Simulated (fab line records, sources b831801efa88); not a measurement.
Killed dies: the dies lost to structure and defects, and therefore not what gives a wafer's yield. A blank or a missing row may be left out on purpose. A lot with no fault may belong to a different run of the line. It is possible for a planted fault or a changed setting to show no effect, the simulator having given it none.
2 desks, one fault    flow sky130    numbers are kept per desk, each desk with only its own; the story behind them comes last

## FROM THE METROLOGY DESK
Means of the sampled wafers that have a number, per lot and without regard to the tool the lot ran on: this is what the gauges read. Marked OUT: a lot whose mean sits more than 4 standard deviations from the usual mean, which makes it out of limits; the brackets give that distance.
Columns: A = VIA2_W_RS at SKY_VIA2_RS_MEAS_22, usual 0.276 ohm/sq; B = CAPM_TIN_RS at SKY_CAPM_RS_MEAS_03, usual 6.92 ohm/sq
lot   first seen here  A      B
L805  day 37 11:59     0.273  6.88
L807  day 37 23:42     0.276  6.96
L808  day 38 04:03     0.275  6.96
L810  day 38 17:00     0.280  6.94
L812  day 39 08:29     0.281  6.98
L813  day 39 12:44     0.278  6.81
L814  day 39 19:28     0.275  6.87
L815  day 39 22:51     0.274  6.81
L823  day 42 05:33     0.273  6.96
L824  day 42 08:20     0.282  6.89
L825  day 42 22:48     0.277  6.97
L827  day 43 05:11     0.275  6.81
This desk's verdict: no lot among the 12 shows anything out of limits.

## THE TOOL OWNER'S DESK: furnace-02
The tool's own readings at SKY_SONOS_ONO_OXIDATION_00 (stabilise 600 s, purge 300 s, target thk 2.6 nm): means of the sampled wafers that have a number, for each lot that ran on this tool. Marked OUT: a lot whose mean sits more than 4 standard deviations from the usual mean, which makes it out of limits; the brackets give that distance.
Columns: A = spike_tc_centre_C at SKY_SONOS_ONO_OXIDATION_00, usual 801.9 C; B = spike_tc_top_C at SKY_SONOS_ONO_OXIDATION_00, usual 814.4 C; C = spike_tc_upper_C at SKY_SONOS_ONO_OXIDATION_00, usual 799.9 C; D = zone_power_top_pct at SKY_SONOS_ONO_OXIDATION_00, usual 27.0 %; E = zone_power_upper_pct at SKY_SONOS_ONO_OXIDATION_00, usual 15.7 %
lot   first seen here  A      B                 C                D     E
L805  day 12 11:33     803.2  815.0             800.5            25.1  15.1
L807  day 13 02:06     802.4  813.9             799.6            25.4  15.0
L810  day 13 21:29     804.4  815.6             799.7            25.3  14.9
L812  day 14 12:32     801.8  814.4             800.5            25.0  15.1
L813  day 14 17:09     803.3  814.7             800.6            25.1  15.0
L824  day 18 04:37     807.8  820.6 (+6.2) OUT  760.0 (-43) OUT  31.7  1.9 (-16) OUT
L825  day 18 19:11     808.3  821.3 (+6.9) OUT  760.5 (-42) OUT  32.1  1.9 (-16) OUT
This desk finds L824, L825 out of limits, L824 being first, at day 18 04:37 (spike_tc_top_C at SKY_SONOS_ONO_OXIDATION_00). L805, L807, L810, L812, L813: within limits.

## ALL TOGETHER
The tool owner's desk could have raised an alarm at day 18 04:37, on L824, L825.
At the metrology desk, nothing out of limits was observed.
The metrology desk has L824, L825 on record, within its limits.
Every lot named ran SKY_SONOS_ONO_OXIDATION_00 on furnace-02.

## WHAT THE SIMULATOR PUT IN
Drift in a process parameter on furnace-02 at SKY_SONOS_ONO_OXIDATION_00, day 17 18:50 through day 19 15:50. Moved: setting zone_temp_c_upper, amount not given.
Lots struck among those shown: L824, L825.
Hours from the fault's start to each desk's first reading out of limits: the tool owner's desk, 10.
